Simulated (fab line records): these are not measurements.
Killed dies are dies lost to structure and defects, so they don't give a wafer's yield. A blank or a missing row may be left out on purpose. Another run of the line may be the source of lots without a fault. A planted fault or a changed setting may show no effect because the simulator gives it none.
Comparing a struck lot with a sound one | flow sky130 | 15 out of 708 route steps
Sound: wafers L352.1, L352.2, L352.5. Struck: wafer L359.2. (L359.1, L359.5 of the same lot were not struck and are left out.) The cause comes at the end.
For every step that has rows: the tool of each side, followed by ch and its chambers, followed by its first start. Under that, the readings that differ: sound wafers | struck wafers | difference of the means | sigmas: that difference in standard deviations of wafers without a fault.
alike: same words and numbers on both sides, and readings whose means sit less than 2 such deviations apart. not compared: any withheld reading, any reading some wafer has no value for, any bound like >300 that may hide the same value, and any number with overlapping values for which the record gives no deviation.
A row with sigmas, a row that says differs or no value, or rows on one side alone: a step with any of these is where the two part. Numbers that don't overlap but have no deviation are shown without sigmas and don't part them. A reading that every wafer of one side lacks parts them only if that side has two wafers or more.

first, 4 steps without rows for these wafers: SKY_LI_CONTACT_SOFTBAKE_08 (time 90 s); SKY_LI_CONTACT_EXPOSE_09 (exposes mask LICM1, target cd 170 nm); SKY_LI_CONTACT_PEB_10; SKY_LI_CONTACT_DEVELOP_11 (develop time 60 s).
SKY_LI_CONTACT_CD_MEAS_12: the cd target is 170 nm.
  struck on cdSem-01, day 35 12:40; sound on cdSem-01, day 31 08:02
  alike: cdNm
SKY_LI_CONTACT_OVL_MEAS_13:
  struck on overlay-02, day 35 12:47; sound on overlay-02, day 31 08:10
  alike: LI_CONTACT_OVL
SKY_LI_CONTACT_ETCH_14: etches BARC in N2/H2, stops on SiO2, time 45.9 s, target depth 60 nm.
  sound on rieDiel-03 ch 0,2, day 31 08:12; struck on rieDiel-04 ch 0, day 35 12:49
  alike: drypumpMotorCurrentA, oesProductAu, throttleValvePct
  not compared: rfHoursCounterH
SKY_LI_CONTACT_ETCH_15: etches PSG in C4F8/O2/Ar, stops on Si, target depth 600 nm.
  sound on rieDiel-03 ch 0,2, day 31 08:14; struck on rieDiel-04 ch 0, day 35 12:52
  alike: oesProductAu
SKY_LI_CONTACT_STRIP_16: strips in O2/N2.
  sound on plasmaAsher-03 ch 0,1, day 31 08:20; struck on plasmaAsher-04 ch 1, day 35 12:56
  alike: drypumpMotorCurrentA, oesProductAu, stripTimeToEndpointS
  not compared: rfHoursCounterH
then, 2 steps without rows for these wafers: SKY_LI_CONTACT_CLEAN_17 (cleans in NMP, time 600 s); SKY_LI_CONTACT_PRE_CLEAN_18 (time 5.6 s).
SKY_LI_CONTACT_SPUTTER_19: material Ti, target thk 20 nm, time 106.37 s.
  struck on pvdSputter-02, day 35 13:14; sound on pvdSputter-04, day 31 08:38
  alike: throttleValvePct
SKY_LI_CONTACT_SPUTTER_20: material TiN, target thk 20 nm, time 80 s.
  struck on pvdSputter-02, day 35 13:19; sound on pvdSputter-04, day 31 08:43
reading                                       | sound             | struck | difference | sigmas
model.TiN_of_LI_CONTACT_SPUTTER_20.thkNm (nm) | 19.85 19.82 19.84 | 20.87  | +1.03      | 
  alike: throttleValvePct
SKY_LI_CONTACT_CVD_21: deposits W, target thk 400 nm, time 120.56 s.
  sound on cvdW-02 ch 0,1, day 31 08:46; struck on cvdW-02 ch 1, day 35 13:22
  alike: heaterPowerW
then, 1 step without rows for these wafers: SKY_PAD_OPEN_PROBE_99.

== WHERE THEY PART ==
Nowhere in this record.

WHY: whatever the simulator had introduced
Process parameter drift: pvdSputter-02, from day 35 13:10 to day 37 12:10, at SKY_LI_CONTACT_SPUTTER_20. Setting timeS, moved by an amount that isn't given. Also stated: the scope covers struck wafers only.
